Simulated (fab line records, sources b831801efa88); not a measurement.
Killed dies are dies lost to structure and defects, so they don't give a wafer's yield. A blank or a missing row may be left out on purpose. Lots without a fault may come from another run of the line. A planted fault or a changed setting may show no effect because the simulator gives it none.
fab line records | flow sfq_line
record lots=6 wafers=18 last_day=100
route steps=325 shown I4@170 JJ@178 M5@198 A5B@209 R5@225
lots that met no fault: from a run of the same line without faults
start_h: hours from the record's first day to the start of the lot's first wafer shown | wait_h: hours since the lot's step before | " the same as in the row above | L1.1+2: a row that stands for several wafers | - no value, or no start given | * or withheld: withheld | < > ~ a bound
route shown NAME@n: a module of which the file shows steps, and the number in the route of the first | usual: mean/standard deviation of fault-free wafers | same: alike in all rows | chamber/n: place in a boat | sites: the reading at each site | _std_site: their standard deviation | _edge_site: outer sites' mean less inner sites' | radius_mm: how far each site lies from the wafer's centre | mask NAME#n: copy n | behind: the tool/chamber that last shaped the wafer | hold: why the lot was held/for how many hours/how that ended | device: the transistor (n, p or np) that didn't switch | end of line: the same wafers' tests at the end of the route | a step without rows: its recipe alone | killed: dies lost to structure and defects at the first sort, not the wafer's yield | map: a wafer's dies, x killed, . not, _ none there
set.NAME: the setting as run; set.NAME@STEP: as run at that earlier step | model.NAME: the simulator's own value behind a step, which no gauge read
lots at some steps of the route; a table a step, a row a wafer
services: from which hour (start_h, from the record's first day; less than 0 if before it) a tool's chamber was out of use, for how many hours, and why
## steps
# step SFQ_TRILAYER_I4_VIA_LITHO_EXPOSE_104
# recipe mask_id=I4 na=0.6 source_shape=conventional sigma_outer=0.65 target_cd_nm=700 dose_mj=21.3
# step SFQ_TRILAYER_I4_VIA_LITHO_PEB_106
# recipe peb_temp_c=115 peb_time_s=60 resist=KrF
# step SFQ_TRILAYER_I4_VIA_LITHO_DEVELOP_105
# recipe time_s=60 resist=KrF
# step SFQ_I4_OVL_MEAS_928
# usual I4_OVL=2/6.6
# columns lot.wafer tool chamber start_h wait_h I4_OVL[nm]
L877.1 overlay-02 - 1398.43 0.1 -4
L877.3 " - " " 0
L877.5 " - " " 2
L888.1 overlay-02 - 1577.05 0.1 -8
L888.5 " - " " -11
L888.6 " - " " -8
L889.2 overlay-01 - 1579.45 0.1 -14
L889.3 " - " " -8
L889.4 " - " " -5
L891.1 overlay-01 - 1587.85 0.1 2
L891.2 " - " " -5
L891.4 " - " " 0
L892.1 overlay-01 - 1589.05 0.1 4
L892.2 " - " " -3
L892.5 " - " " 10
L896.2 overlay-02 - 1618.10 0.1 13
L896.4 " - " " 13
L896.5 " - " " 16
# step SFQ_TRILAYER_I4_VIA_BARC_OPEN_VIA_ETCH_146
# recipe mask_material=PR chemistry=O2 target_depth_nm=125 target=BARC source_w=500 bias_w=80 pressure_mtorr=30 time_s=41.7
# usual drypump_motor_current_A=5.8/0.42 oes_product_au=0.686/0.0045
# columns lot.wafer tool chamber start_h wait_h drypump_motor_current_A oes_product_au rf_hours_counter_h
L877.1 rie_diel-01 0 1398.47 0.0 5.9 0.683 10
L877.3 " 2 " " 5.4 0.683 13
L877.5 " 2 " " 5.4 0.696 -
L888.1 rie_diel-04 1 1577.08 0.0 6.0 0.693 13
L888.5 " 2 " " 5.6 0.680 -
L888.6 " 3 " " 5.6 0.681 -
L889.2 rie_diel-01 3 1579.48 0.0 5.2 0.685 17
L889.3 " 1 " " 6.1 0.687 9
L889.4 " 0 " " 5.9 0.685 13
L891.1 rie_diel-01 1 1587.88 0.0 6.1 0.683 9
L891.2 " 2 " " 5.4 0.684 16
L891.4 " 3 " " 5.2 0.683 17
L892.1 rie_diel-02 3 1589.08 0.0 5.5 0.688 17
L892.2 " 0 " " 6.7 0.681 13
L892.5 " 1 " " 5.6 0.692 -
L896.2 rie_diel-01 2 1618.13 0.0 5.4 0.688 16
L896.4 " 1 " " 6.1 0.684 10
L896.5 " 3 " " 5.2 0.678 -
# step SFQ_TRILAYER_I4_VIA_ETCH_VIA_ETCH_106
# recipe target=SiO2 stop_on=Nb mask_material=PR taper_deg=20 chemistry=CHF3 target_depth_nm=260 source_w=500 bias_w=80 pressure_mtorr=30 time_s=withheld
# usual drypump_motor_current_A=5.8/0.41 oes_product_au=0.854/0.0053
# columns lot.wafer tool chamber start_h wait_h drypump_motor_current_A oes_product_au
L877.1 rie_diel-01 0 1398.51 0.0 5.9 0.847
L877.3 " 2 " " 5.4 0.855
L877.5 " 2 " " 5.4 0.853
L888.1 rie_diel-04 1 1577.12 0.0 6.0 0.853
L888.5 " 2 " " 5.6 0.861
L888.6 " 3 " " 5.7 0.855
L889.2 rie_diel-01 3 1579.52 0.0 5.2 0.854
L889.3 " 1 " " 6.1 0.843
L889.4 " 0 " " 5.9 0.852
L891.1 rie_diel-01 1 1587.92 0.0 6.1 0.865
L891.2 " 2 " " 5.4 0.863
L891.4 " 3 " " 5.2 0.855
L892.1 rie_diel-02 3 1589.12 0.0 5.5 0.846
L892.2 " 0 " " 6.7 0.854
L892.5 " 1 " " 5.6 0.848
L896.2 rie_diel-01 2 1618.17 0.0 5.4 0.865
L896.4 " 1 " " 6.2 0.858
L896.5 " 3 " " 5.2 0.866
# step SFQ_TRILAYER_I4_VIA_STRIP_STRIP_107
# recipe gas=O2 power_w=200 platen_temp_c=40 overash_fraction=0.65 chemistry=O2 pressure_mtorr=50
# step SFQ_TRILAYER_I4_VIA_STRIP_SOLV_CLEAN_108
# recipe chemistry=NMP temp_c=70 time_s=600
# step SFQ_TRILAYER_JJ_TRILAYER_DEP_PRE_CLEAN_113
# recipe gas=Ar time_s=22.5 bias_v=250
# step SFQ_TRILAYER_JJ_TRILAYER_DEP_SPUTTER_109
# recipe material=Nb base_pressure_pa=1.33e-06 chamber_pressure_pa=0.1333 substrate_temp_c=20 target_thk_nm=150 power_w=2000 time_s=100
# step SFQ_TRILAYER_JJ_TRILAYER_DEP_SPUTTER_110
# recipe material=Al base_pressure_pa=1.33e-06 target_thk_nm=8 power_w=500 time_s=10 chamber_pressure_pa=0.4
# usual throttle_valve_pct=30.0/1.1
# columns lot.wafer tool chamber start_h wait_h throttle_valve_pct
L877.1 pvd_sputter-03 - 1399.50 0.0 29.8
L877.3 " - " " 30.3
L877.5 " - " " 30.8
L888.1 pvd_sputter-06 - 1578.11 0.0 32.5
L888.5 " - " " 29.8
L888.6 " - " " 30.6
L889.2 pvd_sputter-04 - 1580.51 0.0 30.5
L889.3 " - " " 29.3
L889.4 " - " " 28.9
L891.1 pvd_sputter-06 - 1588.91 0.0 30.6
L891.2 " - " " 32.2
L891.4 " - " " 29.7
L892.1 pvd_sputter-04 - 1590.11 0.0 29.5
L892.2 " - " " 28.4
L892.5 " - " " 28.6
L896.2 pvd_sputter-06 - 1619.17 0.0 32.9
L896.4 " - " " 29.5
L896.5 " - " " 29.4
# step SFQ_TRILAYER_JJ_TRILAYER_DEP_AL_OXIDATION_111
# recipe pressure_mbar=0.014667 oxidation_time_s=600 temperature_k=293
# step SFQ_TRILAYER_JJ_TRILAYER_DEP_SPUTTER_112
# recipe material=Nb base_pressure_pa=1.33e-06 chamber_pressure_pa=0.1333 substrate_temp_c=20 target_thk_nm=170 power_w=2000 time_s=113.3
# usual throttle_valve_pct=30.0/1.1
# columns lot.wafer tool chamber start_h wait_h throttle_valve_pct model.Nb_of_TRILAYER_JJ_TRILAYER_DEP_SPUTTER_112.thk_nm
L877.1 pvd_sputter-03 - 1400.52 0.5 29.5 167.7
L877.3 " - " " 30.3 168.1
L877.5 " - " " 31.1 168.9
L888.1 pvd_sputter-06 - 1579.13 0.5 32.4 172.4
L888.5 " - " " 29.7 173.9
L888.6 " - " " 30.3 173
L889.2 pvd_sputter-04 - 1581.53 0.5 30.3 168
L889.3 " - " " 29.3 167.4
L889.4 " - " " 29.0 167.7
L891.1 pvd_sputter-06 - 1589.93 0.5 30.4 248.5
L891.2 " - " " 32.6 248.7
L891.4 " - " " 29.6 248
L892.1 pvd_sputter-04 - 1591.13 0.5 29.7 167.4
L892.2 " - " " 28.7 169.3
L892.5 " - " " 28.5 168.4
L896.2 pvd_sputter-06 - 1620.20 0.5 32.2 245.6
L896.4 " - " " 29.6 246.2
L896.5 " - " " 29.4 244.4
# step SFQ_JJ_RS_MEAS_929
# recipe thk_meas_gauge=four-point-probe reads=Nb_of_TRILAYER_JJ_TRILAYER_DEP_SPUTTER_112
# usual JJ_NB_RS=1.048/0.012
# columns lot.wafer tool chamber start_h wait_h JJ_NB_RS[ohm/sq]
L877.1 film_metro-04 - 1400.60 0.0 1.062
L877.3 " - " " 1.059
L877.5 " - " " 1.056
L888.1 film_metro-03 - 1579.21 0.0 1.035
L888.5 " - " " 1.027
L888.6 " - " " 1.030
L889.2 film_metro-01 - 1581.63 0.1 1.061
L889.3 " - " " 1.063
L889.4 " - " " 1.063
L891.1 film_metro-03 - 1590.01 0.0 0.715
L891.2 " - " " 0.716
L891.4 " - " " 0.716
L892.1 film_metro-01 - 1591.21 0.0 1.063
L892.2 " - " " 1.052
L892.5 " - " " 1.059
L896.2 film_metro-01 - 1620.30 0.1 0.723
L896.4 " - " " 0.720
L896.5 " - " " 0.726
# step SFQ_TRILAYER_JJ_CE_LITHO_COAT_119
# recipe resist=BARC spin_rpm=3000 resist_thk_nm=62
# step SFQ_TRILAYER_JJ_CE_LITHO_COAT_114
# recipe resist=KrF spin_rpm=3000 resist_thk_nm=600
# step SFQ_TRILAYER_JJ_CE_LITHO_SOFTBAKE_118
# recipe temp_c=withheld time_s=withheld resist=KrF
# step SFQ_TRILAYER_JJ_CE_LITHO_EXPOSE_115
# recipe mask_id=J5 na=0.6 source_shape=conventional sigma_outer=0.65 target_cd_nm=700 dose_mj=14.4
# step SFQ_TRILAYER_JJ_CE_LITHO_PEB_117
# recipe peb_temp_c=115 peb_time_s=60 resist=KrF
# step SFQ_TRILAYER_JJ_CE_LITHO_DEVELOP_116
# recipe time_s=60 resist=KrF
# step SFQ_JJ_OVL_MEAS_931
# usual J5_OVL=0/6.5
# columns lot.wafer tool chamber start_h wait_h J5_OVL[nm]
L877.1 overlay-02 - 1520.52 0.1 1
L877.3 " - " " 4
L877.5 " - " " -1
L888.1 overlay-01 - 1581.64 0.1 2
L888.5 " - " " -1
L888.6 " - " " 4
L889.2 overlay-02 - 1585.05 0.1 -3
L889.3 " - " " -1
L889.4 " - " " -6
L891.1 overlay-02 - 1593.44 0.1 -3
L891.2 " - " " -3
L891.4 " - " " -5
L892.1 overlay-02 - 1594.64 0.1 -6
L892.2 " - " " -4
L892.5 " - " " -3
L896.2 overlay-02 - 1628.45 0.1 -4
L896.4 " - " " 1
L896.5 " - " " 7
# step SFQ_TRILAYER_JJ_CE_METRO_MEASURE_117
# step SFQ_TRILAYER_JJ_CE_BARC_OPEN_RIE_150
# recipe mask_material=PR chemistry=O2 target_depth_nm=240 target=BARC icp_w=600 bias_w=80 pressure_mtorr=10 time_s=80
# step SFQ_TRILAYER_JJ_CE_ETCH_RIE_118
# recipe target=Nb stop_on=Al2O3 mask_material=PR taper_deg=13.257 over_etch_frac=0.15 time_s=97.7 chemistry=SF6 target_depth_nm=170 icp_w=600 bias_w=80 pressure_mtorr=10
# step SFQ_TRILAYER_JJ_ANODIZE_ANODIZE_119
# recipe current_density_ma_cm2=withheld end_current_density_ma_cm2=withheld bath_temp_c=withheld
# step SFQ_TRILAYER_JJ_CE_STRIP_STRIP_120
# recipe gas=O2 power_w=200 platen_temp_c=40 overash_fraction=0.65 chemistry=O2 pressure_mtorr=50
# step SFQ_TRILAYER_JJ_CE_STRIP_SOLV_CLEAN_121
# recipe chemistry=NMP temp_c=70 time_s=600
# step SFQ_TRILAYER_M5_LITHO_COAT_128
# recipe resist=BARC spin_rpm=3000 resist_thk_nm=62
# step SFQ_TRILAYER_M5_LITHO_COAT_123
# recipe resist=KrF spin_rpm=3000 resist_thk_nm=600
# step SFQ_TRILAYER_M5_LITHO_SOFTBAKE_127
# recipe temp_c=withheld time_s=withheld resist=KrF
# step SFQ_TRILAYER_M5_LITHO_EXPOSE_124
# recipe mask_id=M5 na=0.6 source_shape=conventional sigma_outer=0.65 target_cd_nm=700 dose_mj=14.4
# step SFQ_TRILAYER_M5_LITHO_PEB_126
# recipe peb_temp_c=115 peb_time_s=60 resist=KrF
# step SFQ_TRILAYER_M5_LITHO_DEVELOP_125
# recipe time_s=60 resist=KrF
# step SFQ_M5_OVL_MEAS_932
# usual M5_OVL=-1/5.1
# columns lot.wafer tool chamber start_h wait_h M5_OVL[nm]
L877.1 overlay-01 - 1525.48 0.1 2
L877.3 " - " " 3
L877.5 " - " " -3
L888.1 overlay-01 - 1679.25 0.1 -3
L888.5 " - " " -1
L888.6 " - " " 1
L889.2 overlay-02 - 1684.05 0.1 1
L889.3 " - " " -6
L889.4 " - " " -5
L891.1 overlay-01 - 1692.45 0.1 -7
L891.2 " - " " -5
L891.4 " - " " -7
L892.1 overlay-01 - 1693.65 0.1 4
L892.2 " - " " -3
L892.5 " - " " -2
L896.2 overlay-02 - 1735.22 0.1 0
L896.4 " - " " -2
L896.5 " - " " 4
# step SFQ_TRILAYER_M5_BARC_OPEN_METAL_ETCH_161
# recipe mask_material=PR chemistry=O2 target_depth_nm=125 target=BARC icp_w=600 bias_w=80 pressure_mtorr=10 time_s=41.7
# usual drypump_motor_current_A=6.0/0.38 he_backside_leak_sccm=3.48/0.22 oes_product_au=0.685/0.0045
# columns lot.wafer tool chamber start_h wait_h drypump_motor_current_A he_backside_leak_sccm oes_product_au rf_hours_counter_h
L877.1 rie_metal-01 0 1525.52 0.0 5.8 3.30 0.689 36
L877.3 " 0 " " 5.8 3.36 0.677 -
L877.5 " 0 " " 5.8 3.30 0.680 -
L888.1 rie_metal-01 1 1679.28 0.0 5.5 3.48 0.694 22
L888.5 " 1 " " 5.5 3.41 0.693 -
L888.6 " 0 " " 5.8 3.24 0.691 -
L889.2 rie_metal-04 0 1684.08 0.0 6.7 3.68 0.690 6
L889.3 " 1 " " 6.1 3.69 0.685 -
L889.4 " 0 " " 6.7 3.76 0.690 -
L891.1 rie_metal-01 0 1692.48 0.0 5.8 3.31 0.685 64
L891.2 " 1 " " 5.5 3.22 0.690 24
L891.4 " 0 " " 5.9 3.45 0.678 -
L892.1 rie_metal-04 0 1693.68 0.0 6.7 3.44 0.685 7
L892.2 " 1 " " 6.1 3.69 0.685 66
L892.5 " 0 " " 6.7 3.59 0.682 -
L896.2 rie_metal-02 0 1735.25 0.0 5.6 3.34 0.688 124
L896.4 " 1 " " 6.3 3.28 0.681 -
L896.5 " 1 " " 6.3 3.32 0.681 -
# step SFQ_TRILAYER_M5_ETCH_METAL_ETCH_126
# recipe target=Nb stop_on=SiO2 mask_material=PR over_etch_frac=0.15 time_s=203.2 chemistry=Cl2/BCl3 target_depth_nm=265 icp_w=600 bias_w=80 pressure_mtorr=10
# step SFQ_TRILAYER_M5_STRIP_STRIP_127
# recipe gas=O2 power_w=200 platen_temp_c=40 overash_fraction=0.65 chemistry=O2 pressure_mtorr=50
# step SFQ_TRILAYER_M5_STRIP_SOLV_CLEAN_128
# recipe chemistry=NMP temp_c=70 time_s=600
# step SFQ_TRILAYER_A5B_DEP_PECVD_129
# recipe material=SiO2 temp_c=150 time_s=133.33 pressure_torr=2.4 rf_w=183.3 precursor=SiH4/N2O target_thk_nm=600
# step SFQ_TRILAYER_A5B_CMP_CMP_130
# recipe stop_on=Nb down_force_psi=3 platen_rpm=60 target_thk_nm=340.7
# step SFQ_TRILAYER_A5B_METRO_MEASURE_131
# usual thk_nm=341/6
# columns lot.wafer tool chamber start_h wait_h thk_nm
L877.1 film_metro-02 - 1531.81 2.0 348
L877.3 " - " " 339
L877.5 " - " " 338
L888.1 film_metro-03 - 1683.40 2.0 346
L888.5 " - " " 344
L888.6 " - " " 348
L889.2 film_metro-03 - 1688.40 1.7 337
L889.3 " - " " 335
L889.4 " - " " 345
L891.1 film_metro-03 - 1696.60 1.0 337
L891.2 " - " " 340
L891.4 " - " " 338
L892.1 film_metro-02 - 1697.85 2.0 349
L892.2 " - " " 345
L892.5 " - " " 353
L896.2 film_metro-03 - 1739.57 1.2 348
L896.4 " - " " 339
L896.5 " - " " 337
# step SFQ_TRILAYER_R5_ETCH_METAL_ETCH_139
# recipe stop_on=SiO2 mask_material=PR chemistry=Cl2 target_depth_nm=60 icp_w=600 bias_w=80 pressure_mtorr=10 time_s=40
# usual drypump_motor_current_A=5.8/0.43 he_backside_leak_sccm=3.5/0.35 oes_product_au=0.987/0.0077
# columns lot.wafer tool chamber start_h wait_h drypump_motor_current_A he_backside_leak_sccm oes_product_au rf_hours_counter_h model.Nb_of_TRILAYER_JJ_TRILAYER_DEP_SPUTTER_112.thk_nm
L877.1 rie_metal-03 0 1608.88 0.0 6.0 3.6 0.994 59 157.7
L877.3 " 0 " " 6.0 3.5 0.994 - 158.1
L877.5 " 1 " " 5.2 3.2 0.977 - 159.2
L888.1 rie_metal-03 0 1687.22 0.0 6.0 3.8 0.990 70 162.5
L888.5 " 1 " " 5.3 3.5 0.978 - 164.2
L888.6 " 0 " " 6.1 3.7 0.988 - 163.1
L889.2 rie_metal-03 0 1805.17 0.0 6.0 3.7 0.997 84 158
L889.3 " 0 " " 6.0 3.7 0.993 - 157.5
L889.4 " 1 " " 5.2 3.4 0.975 - 158
L891.1 rie_metal-04 0 1814.77 0.0 6.7 3.5 0.992 22 238.4
L891.2 " 1 " " 6.1 3.5 0.993 81 238.6
L891.4 " 0 " " 6.7 3.5 0.987 - 238
L892.1 rie_metal-03 0 1815.97 0.0 6.0 3.8 0.988 86 157.6
L892.2 " 1 " " 5.2 3.4 0.997 101 159.5
L892.5 " 1 " " 5.3 3.3 0.987 - 158.7
L896.2 rie_metal-04 1 1858.02 0.0 6.1 3.7 0.992 87 235.5
L896.4 " 1 " " 6.1 3.7 0.987 - 236.2
L896.5 " 1 " " 6.1 3.7 1.002 - 234.3
## services
# columns tool chamber start_h hours kind
pvd_sputter-06 - 1376.31 3.2 repair
rie_metal-04 0 1399.92 19.3 repair
film_metro-03 - 1406.57 0.7 pm
rie_diel-01 - 1429.35 0.3 repair
rie_diel-01 0 1433.42 3.5 repair
rie_metal-03 1 1474.67 3.4 repair
rie_diel-01 - 1515.24 0.5 repair
rie_diel-01 1 1519.25 6.2 repair
rie_metal-03 - 1522.90 10.0 pm
rie_diel-01 1 1536.53 11.3 repair
film_metro-03 - 1544.17 1.0 pm
film_metro-03 - 1563.75 0.8 pm
film_metro-03 - 1577.48 0.8 repair
rie_metal-04 0 1590.23 15.3 repair
rie_diel-01 0 1594.81 2.8 repair
rie_diel-01 1 1620.29 4.6 repair
rie_metal-04 0 1630.51 16.6 repair
rie_diel-01 2 1662.85 7.8 repair
rie_diel-01 0 1691.98 5.2 repair
rie_diel-01 1 1701.57 13.4 repair
pvd_sputter-06 - 1754.34 3.4 repair
pvd_sputter-06 - 1781.43 14.8 repair
rie_diel-01 1 1828.58 8.0 repair
rie_diel-01 2 1851.29 2.7 repair
## key
first_sign step=SFQ_JJ_RS_MEAS_929 reading=JJ_NB_RS direction=down sigmas=27 usual=1.048 struck=0.719
effect none on later readings
model_effect step=SFQ_TRILAYER_JJ_TRILAYER_DEP_SPUTTER_112 value=Nb_of_TRILAYER_JJ_TRILAYER_DEP_SPUTTER_112.thk_nm without=172.4 struck=246.9
model_effect step=SFQ_TRILAYER_R5_ETCH_METAL_ETCH_139 value=Nb_of_TRILAYER_JJ_TRILAYER_DEP_SPUTTER_112.thk_nm without=162.4 struck=236.8
met_at SFQ_TRILAYER_JJ_TRILAYER_DEP_SPUTTER_112
struck_wafers L891.1,L891.2,L891.4,L896.2,L896.4,L896.5
onset_between 1579.13 1589.93
also_fits SFQ_TRILAYER_I4_VIA_BARC_OPEN_VIA_ETCH_146:rie_diel-01,SFQ_TRILAYER_I4_VIA_ETCH_VIA_ETCH_106:rie_diel-01,SFQ_TRILAYER_JJ_TRILAYER_DEP_SPUTTER_110:pvd_sputter-06
fault kind=process_parameter_drift tool=pvd_sputter-06 chamber=- onset_h=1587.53 steps=SFQ_TRILAYER_JJ_TRILAYER_DEP_SPUTTER_112 channel=target_thk_nm offset=74.484 shape=step end_h=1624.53 acts_in=these_recipes_only stated=170
